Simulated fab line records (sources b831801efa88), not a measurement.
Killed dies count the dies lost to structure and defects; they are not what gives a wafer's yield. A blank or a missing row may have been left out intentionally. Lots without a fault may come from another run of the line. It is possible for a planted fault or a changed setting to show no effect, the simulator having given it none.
A lot that was struck, set against a sound lot -- flow sky130 -- 44 steps out of a route of 708
Sound: wafers L533.1, L533.2, L533.3. Struck: wafer L547.2 (L547.4, L547.6, from the same lot, were not struck and are left out); the cause is given at the end.
At each step with rows: each side's tool, then ch and its chambers, then its first start. Under that, the readings that differ: sound wafers -- struck wafers -- difference of the means -- sigmas: that difference in standard deviations of wafers without a fault.
alike: same words and numbers on both sides, and readings whose means sit less than 2 such deviations apart. not compared: any withheld reading, any reading some wafer has no value for, any bound like >300 that may hide the same value, and any number with overlapping values for which the record gives no deviation.
Wherever a step has rows on one side only, a row that says differs or no value, or a row with sigmas, the two part there. Numbers that don't overlap but have no deviation are shown without sigmas and don't part them. A reading that every wafer of one side lacks parts them only if that side has two wafers or more.

first, 2 steps without rows for these wafers: SKY_VIA2_CLEAN_18 (cleans in IPA, time 180 s); SKY_VIA2_CLEAN_19 (cleans in O3/DIW).
SKY_VIA2_SPUTTER_20: material TiN, target thk 20 nm, time 80 s.
  sound on pvdSputter-01, day 36 09:59; struck on pvdSputter-03, day 40 22:01
  alike: throttleValvePct
then, 1 step without rows for these wafers: SKY_VIA2_CVD_21 (deposits W, target thk 420 nm, time 126.4 s).
SKY_VIA2_RS_MEAS_22: a four-point-probe measurement.
  sound on filmMetro-01, day 36 10:10; struck on filmMetro-02, day 40 22:13
reading,sound,struck,difference,sigmas
VIA2_W_RS (ohm/sq),0.273 0.278 0.278,0.260,-0.016,-3
SKY_VIA2_THK_MEAS_23: measures by xrf.
  sound on filmMetro-01, day 36 10:17; struck on filmMetro-02, day 40 22:20
reading,sound,struck,difference,sigmas
VIA2_W_THK (nm),407 401 400,433,+30,+3
then, 1 step without rows for these wafers: SKY_VIA2_CMP_24 (polishes, stops on SiO2, t overpolish 20 s, target thk 0 nm).
SKY_METAL3_SPUTTER_00: material Ti, target thk 15 nm, time 10 s.
  sound on pvdSputter-03, day 36 10:39; struck on pvdSputter-04, day 40 22:41
  alike: throttleValvePct
SKY_METAL3_SPUTTER_01: material TiN, target thk 20 nm, time 16.7 s.
  sound on pvdSputter-03, day 36 10:40; struck on pvdSputter-04, day 40 22:42
  alike: throttleValvePct
then, 1 step without rows for these wafers: SKY_METAL3_SPUTTER_02 (material AlCu, target thk 735 nm, time 39.1 s).
SKY_METAL3_SPUTTER_03: material Ti, target thk 5 nm, time 3.3 s.
  sound on pvdSputter-03, day 36 10:44; struck on pvdSputter-04, day 40 22:46
  alike: throttleValvePct
then, 1 step without rows for these wafers: SKY_METAL3_SPUTTER_04 (material TiN, target thk 70 nm, time 58.3 s).
SKY_CAPM_CVD_00: deposits SiO2, target thk 15.5 nm.
  sound on pecvd-01 ch 0,1,2, day 36 10:49; struck on pecvd-02 ch 0, day 40 22:50
reading,sound,struck,difference,sigmas
heaterPowerW (W),792 791 794,586,-206,-2
model.SiO2_of_CAPM_CVD_00.thkNm (nm),15.16 15.25 15.13,12.29,-2.89,
SKY_CAPM_THK_MEAS_01:
  sound on filmMetro-04, day 36 10:50; struck on filmMetro-02, day 40 22:52
reading,sound,struck,difference,sigmas
CAPM_CVD_00_THK (nm),15.15 15.26 15.12,12.22,-2.96,-13
then, 1 step without rows for these wafers: SKY_CAPM_SPUTTER_02 (material TiN, target thk 200 nm, time 166.7 s).
SKY_CAPM_RS_MEAS_03: a four-point-probe measurement.
  sound on filmMetro-02, day 36 11:00; struck on filmMetro-04, day 40 23:03
  alike: CAPM_TIN_RS
SKY_CAPM_THK_MEAS_04: measures by xrf.
  sound on filmMetro-02, day 36 11:07; struck on filmMetro-04, day 40 23:10
  alike: CAPM_TIN_THK
then, 7 steps without rows for these wafers: SKY_CAPM_DEHYDRATE_05 (time 60 s); SKY_CAPM_HMDS_06 (prime time 60 s); SKY_CAPM_COAT_07 (resist thk 1140 nm); SKY_CAPM_SOFTBAKE_08 (time 60 s); SKY_CAPM_EXPOSE_09 (exposes mask CAPM, target cd 1000 nm); SKY_CAPM_PEB_10; SKY_CAPM_DEVELOP_11 (develop time 60 s).
SKY_CAPM_OVL_MEAS_12:
  sound on overlay-02, day 37 13:06; struck on overlay-01, day 41 23:11
  alike: CAPM_OVL
then, 13 steps without rows for these wafers: SKY_CAPM_METAL_ETCH_13 (etches TiN in Cl2/BCl3, stops on SiO2, target depth 220 nm, time 62.9 s); SKY_CAPM_STRIP_14 (strips in O2/N2); SKY_CAPM_STRIP_15 (strips in post etch residue remover, time 1200 s); SKY_CAPM_CLEAN_16 (cleans in IPA, time 180 s); SKY_CAPM_CLEAN_17 (cleans in O3/DIW); SKY_METAL3_DEHYDRATE_05 (time 60 s); SKY_METAL3_HMDS_06 (prime time 60 s); SKY_METAL3_COAT_07 (resist thk 60 nm); SKY_METAL3_COAT_08 (resist thk 1140 nm); SKY_METAL3_SOFTBAKE_09 (time 90 s); SKY_METAL3_EXPOSE_10 (exposes mask MM3, target cd 300 nm); SKY_METAL3_PEB_11; SKY_METAL3_DEVELOP_12 (develop time 60 s).
SKY_METAL3_CD_MEAS_13 targets a cd of 300 nm.
  sound on cdSem-01, day 38 15:01; struck on cdSem-02, day 42 23:07
  alike: cdNm
SKY_METAL3_OVL_MEAS_14:
  sound on overlay-02, day 38 15:08; struck on overlay-01, day 42 23:14
  alike: METAL3_OVL
then, 1 step without rows for these wafers: SKY_METAL3_DESCUM_15 (chemistry O2, time 8 s).
SKY_METAL3_ETCH_16: etches BARC in N2/H2, stops on SiO2, time 88.2 s, target depth 60 nm.
  sound on rieMetal-02 ch 0,1, day 38 15:13; struck on rieMetal-02 ch 1, day 42 23:17
  alike: drypumpMotorCurrentA, oesProductAu, throttleValvePct
  not compared: rfHoursCounterH
SKY_METAL3_ETCH_17: etches SiO2 in C4F8/O2/Ar, stops on TiN, time 3.9 s, target depth 15 nm.
  sound on rieDiel-03 ch 0,1,3, day 38 15:19; struck on rieDiel-01 ch 2, day 42 23:23
reading,sound,struck,difference,sigmas
oesProductAu (a.u.),0.746 0.748 0.739,0.677,-0.067,-9
rfHoursCounterH (h),12 6 6,21,+13,
model.etch.depthNm (nm),15.16 15.25 15.13,12.29,-2.89,
-- the record jumps here: 7 days lie between the struck wafers' starts before and after (it left off in module METAL3 and takes up again in module PAD_OPEN, whose first step shown is number 708 of the route) --
SKY_PAD_OPEN_PROBE_99:
  sound on prober-02, day 45 21:56; struck on prober-02, day 49 11:52
reading,sound,struck,difference,sigmas
killed_at_M0_to_M3,55 53 52,38,-15,-2
model.etest.capMim.bvV (V),13.55 13.74 13.88,11.04,-2.68,
model.etest.capMim.leakLog10ACm2,-8.886 -8.913 -8.772,-7.953,+0.904,
model.etest.capMim.cFfUm2,2.391 2.383 2.42,2.95,+0.55,
model.etest.tester.sort_bin_8_pct (%),0 0 0,6.582e-06,+6.582e-06,
model.etest.tester.sort_bin_4_pct (%),0 0 0,1.326e-14,+1.326e-14,
  alike: defectLimitedYield, killed_at_M4_up, killedAtContacts, killedAtFrontEnd, killedAtOther, killedDies, killedOpen, killedShort, sort_bin_3_pad_short, sort_bin_5_function, sort_bin_6_memory, sortNPass, sortYieldPct

## WHERE THEY PART
Last at SKY_PAD_OPEN_PROBE_99 as far as this record goes, first at SKY_VIA2_RS_MEAS_22.

WHY: what the simulator had put in
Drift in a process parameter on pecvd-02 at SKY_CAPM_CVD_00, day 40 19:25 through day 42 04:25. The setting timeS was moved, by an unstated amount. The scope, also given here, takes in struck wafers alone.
